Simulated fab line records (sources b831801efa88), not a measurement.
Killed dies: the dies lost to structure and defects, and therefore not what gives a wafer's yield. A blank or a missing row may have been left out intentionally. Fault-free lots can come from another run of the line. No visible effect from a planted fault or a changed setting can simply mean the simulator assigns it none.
Comparing a struck lot with a sound one	flow gf180mcu	43 steps out of a route of 602
Sound: these wafers, L826.4, L826.5, L826.6. The struck wafers were L842.1, L842.2, L842.3. The cause is named last.
Per side, at each step with rows, come the tool, then ch with its chambers, and then its first start. Under that, the readings that differ: sound wafers	struck wafers	difference of the means	sigmas: that difference in standard deviations of wafers without a fault.
alike: same words and numbers on both sides, and readings whose means sit less than 2 such deviations apart. not compared: any withheld reading, any reading some wafer has no value for, any bound like >300 that may hide the same value, and any number with overlapping values for which the record gives no deviation.
The two part at a step that has a row with sigmas, a row that says differs or no value, or rows on one side only. Non-overlapping numbers with no deviation appear without sigmas and do not part them. A reading missing from all wafers of one side parts the sides only when that side holds two or more wafers.

first, 1 step without rows for these wafers: GF_DNWELL_IMPLANT_07.
GF_DNWELL_STRIP_08: strips in O2/N2.
  sound on plasmaAsher-01 ch 0,1, day 2 21:05; struck on plasmaAsher-02 ch 0,1, day 6 07:11
  alike: drypumpMotorCurrentA, heaterPowerW, oesProductAu, stripTimeToEndpointS
  not compared: rfHoursCounterH
GF_DNWELL_TW_MEAS_09:
  struck on filmMetro-01, day 6 07:17; sound on filmMetro-02, day 2 21:11
  alike: DNWELL_TW
then, 7 steps without rows for these wafers: GF_NWELL_DEHYDRATE_00 (time 60 s); GF_NWELL_HMDS_01 (prime time 60 s); GF_NWELL_COAT_02 (resist thk 3000 nm); GF_NWELL_SOFTBAKE_03; GF_NWELL_EXPOSE_04 (exposes mask Nwell, target cd 860 nm); GF_NWELL_PEB_05; GF_NWELL_DEVELOP_06 (develop time 60 s).
GF_NWELL_OVL_MEAS_07:
  struck on overlay-02, day 6 22:17; sound on overlay-02, day 3 08:46
  alike: NWELL_OVL
following that, these wafers have no rows for 1 step: GF_NWELL_IMPLANT_08.
GF_NWELL_IMPLANT_09:
  struck on implanter-02, day 6 22:29; sound on implanter-04 ch 0, day 3 09:01
  no value came back on the struck wafers for beamEnergyKeV, beamOnS (s); on the sound wafers beamEnergyKeV reads 159.97 159.92 160.03
GF_NWELL_STRIP_10: strips in O2/N2.
  sound on plasmaAsher-02 ch 0,1, day 3 09:07; struck on plasmaAsher-04 ch 0,1, day 6 22:38
  alike: drypumpMotorCurrentA, heaterPowerW, oesProductAu, stripTimeToEndpointS
  not compared: rfHoursCounterH
GF_NWELL_TW_MEAS_11:
  struck on filmMetro-02, day 6 22:44; sound on filmMetro-02, day 3 09:13
reading	sound	struck	difference	sigmas
NWELL_TW	1590 1591 1589	1511 1505 1504	-83	-4
then, 7 steps without rows for these wafers: GF_LVPWELL_DEHYDRATE_00 (time 60 s); GF_LVPWELL_HMDS_01 (prime time 60 s); GF_LVPWELL_COAT_02 (resist thk 3000 nm); GF_LVPWELL_SOFTBAKE_03; GF_LVPWELL_EXPOSE_04 (exposes mask LVPWELL, target cd 600 nm); GF_LVPWELL_PEB_05; GF_LVPWELL_DEVELOP_06 (develop time 60 s).
GF_LVPWELL_OVL_MEAS_07:
  struck on overlay-02, day 7 14:29; sound on overlay-01, day 3 22:09
  alike: LVPWELL_OVL
then, 2 steps without rows for these wafers: GF_LVPWELL_IMPLANT_08; GF_LVPWELL_IMPLANT_09.
GF_LVPWELL_STRIP_10: strips in O2/N2.
  sound on plasmaAsher-02 ch 0,1, day 3 22:30; struck on plasmaAsher-03 ch 0,1, day 7 14:49
  alike: drypumpMotorCurrentA, heaterPowerW, oesProductAu, stripTimeToEndpointS
  not compared: rfHoursCounterH
GF_LVPWELL_TW_MEAS_11:
  struck on filmMetro-03, day 7 14:55; sound on filmMetro-02, day 3 22:35
  alike: LVPWELL_TW
then, 7 steps without rows for these wafers: GF_MVSD_DEHYDRATE_00 (time 60 s); GF_MVSD_HMDS_01 (prime time 60 s); GF_MVSD_COAT_02 (resist thk 3000 nm); GF_MVSD_SOFTBAKE_03; GF_MVSD_EXPOSE_04 (exposes mask MVSD, target cd 1000 nm); GF_MVSD_PEB_05; GF_MVSD_DEVELOP_06 (develop time 60 s).
GF_MVSD_OVL_MEAS_07:
  struck on overlay-01, day 8 07:02; sound on overlay-01, day 4 12:25
  alike: MVSD_OVL
then, 2 steps without rows for these wafers: GF_MVSD_IMPLANT_08; GF_MVSD_IMPLANT_09.
GF_MVSD_STRIP_10: strips in O2/N2.
  sound on plasmaAsher-01 ch 0,1, day 4 12:46; struck on plasmaAsher-03 ch 0,1, day 8 07:23
  alike: drypumpMotorCurrentA, heaterPowerW, oesProductAu, stripTimeToEndpointS
  not compared: rfHoursCounterH
GF_MVSD_TW_MEAS_11:
  struck on filmMetro-04, day 8 07:29; sound on filmMetro-03, day 4 12:52
  alike: MVSD_TW
then, 3 steps without rows for these wafers: GF_MVPSD_DEHYDRATE_00 (time 60 s); GF_MVPSD_HMDS_01 (prime time 60 s); GF_MVPSD_COAT_02 (resist thk 3000 nm).
-- the record jumps here: 4 days lie between the struck wafers' starts before and after --
GF_VT_IMPLANT_RS_MEAS_47: uses a four-point probe to measure.
  struck on filmMetro-03, day 12 01:13; sound on filmMetro-03, day 7 15:52
reading	sound	struck	difference	sigmas
NWELL_RS (ohm/sq)	487.4 486.8 486.8	- - -	no value on the struck wafers	

== WHERE THEY PART ==
Last at GF_VT_IMPLANT_RS_MEAS_47 as far as this record goes, first at GF_NWELL_IMPLANT_09.

WHY: what had been put in by the simulator
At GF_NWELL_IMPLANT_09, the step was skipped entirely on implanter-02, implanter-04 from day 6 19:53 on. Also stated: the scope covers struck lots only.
